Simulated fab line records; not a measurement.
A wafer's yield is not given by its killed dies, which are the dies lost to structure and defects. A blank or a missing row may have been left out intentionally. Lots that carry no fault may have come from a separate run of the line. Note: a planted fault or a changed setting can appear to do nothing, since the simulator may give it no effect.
A struck lot beside a sound one -- flow sfq-line -- 14 out of 325 route steps
Sound: these wafers, L361.3, L361.5, L361.6. The struck wafers were L364.2, L364.3, L364.5. The cause is named last.
Order at every step that has rows: each side's tool, ch and its chambers, its first start. Under that, the readings that differ: sound wafers -- struck wafers -- difference of the means -- sigmas: that difference in standard deviations of wafers without a fault.
alike: readings whose means differ by less than 2 such deviations, and words and numbers that are the same on both sides. not compared: withheld readings, readings that some wafer has no value for, bounds like >300 that may hide the same value, and numbers for which the record gives no deviation and whose values overlap.
The two part at a step that has a row with sigmas, a row that says differs or no value, or rows on one side only. Numbers that don't overlap but have no deviation are shown without sigmas and don't part them. Lack of a reading on every wafer of one side parts them only where that side has two or more wafers.

first, 2 steps without rows for these wafers: SFQ_TRILAYER_I5_LITHO_PEB_147 (peb time 60 s); SFQ_TRILAYER_I5_LITHO_DEVELOP_146 (time 60 s).
SFQ_I5_OVL_MEAS_936:
  sound on overlay-01 at day 64 19:38; struck on overlay-02 at day 65 04:02
  alike: I5_OVL
SFQ_TRILAYER_I5_BARC_OPEN_VIA_ETCH_200: etches BARC in O2, target depth 125 nm, time 41.7 s.
  sound on rie-diel-02 ch 0,1,3, day 64 19:40; struck on rie-diel-04 ch 0,1,3, day 65 04:04
  alike: drypump-motor-current-A, oes-product-au
  not compared: rf-hours-counter-h
SFQ_TRILAYER_I5_ETCH_VIA_ETCH_147: etches the open film in CHF3, stops on Nb, target depth 360 nm.
  sound on rie-diel-02 ch 0,1,3, day 64 19:42; struck on rie-diel-04 ch 0,1,3, day 65 04:06
  alike: drypump-motor-current-A, oes-product-au
SFQ_TRILAYER_I5_STRIP_STRIP_148: strips in O2.
  sound on rie-metal-04 ch 0,1, day 64 20:03; struck on rie-metal-04 ch 1, day 65 04:15
  alike: drypump-motor-current-A, oes-product-au, platen-temp-c
  not compared: rf-hours-counter-h
then, 6 steps without rows for these wafers: SFQ_TRILAYER_I5_STRIP_SOLV_CLEAN_149 (cleans in NMP, time 600 s); SFQ_TRILAYER_C5_LITHO_COAT_156 (resist thk 62 nm); SFQ_TRILAYER_C5_LITHO_COAT_151 (resist thk 650 nm); SFQ_TRILAYER_C5_LITHO_SOFTBAKE_155; SFQ_TRILAYER_C5_LITHO_EXPOSE_152 (exposes mask C5, target cd 500 nm); SFQ_TRILAYER_C5_LITHO_PEB_154 (peb time 60 s).
-- the record jumps here: 5 days lie between the struck wafers' starts before and after --
SFQ_TRILAYER_C5_LITHO_DEVELOP_153: time 60 s.
  struck on litho-track-02, day 70 07:27; sound on litho-track-01 ch 0, day 69 21:45
  no value came back on the struck wafers for chill-plate-temp-C (C), exhaust-pa (Pa); on the sound wafers chill-plate-temp-C (C) reads 22.89 23.00 23.00
reading,sound,struck,difference,sigmas
model.KrF_of_TRILAYER_C5_LITHO_COAT_151.thk-nm (nm),625.2 626 628.4,650.4 650.8 652.2,+24.6,
SFQ_C5_OVL_MEAS_937:
  sound on overlay-01 at day 69 21:52; struck on overlay-02 at day 70 07:35
reading,sound,struck,difference,sigmas
C5_OVL (nm),-1 -6 4,- - -,no value on the struck wafers,

== WHERE THEY PART ==
Earliest at SFQ_TRILAYER_C5_LITHO_DEVELOP_153; latest, in this record, at SFQ_C5_OVL_MEAS_937.

WHY: the cause the simulator had injected
Beginning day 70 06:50, the whole step at SFQ_TRILAYER_C5_LITHO_DEVELOP_153 was skipped on litho-track-02. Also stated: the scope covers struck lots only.
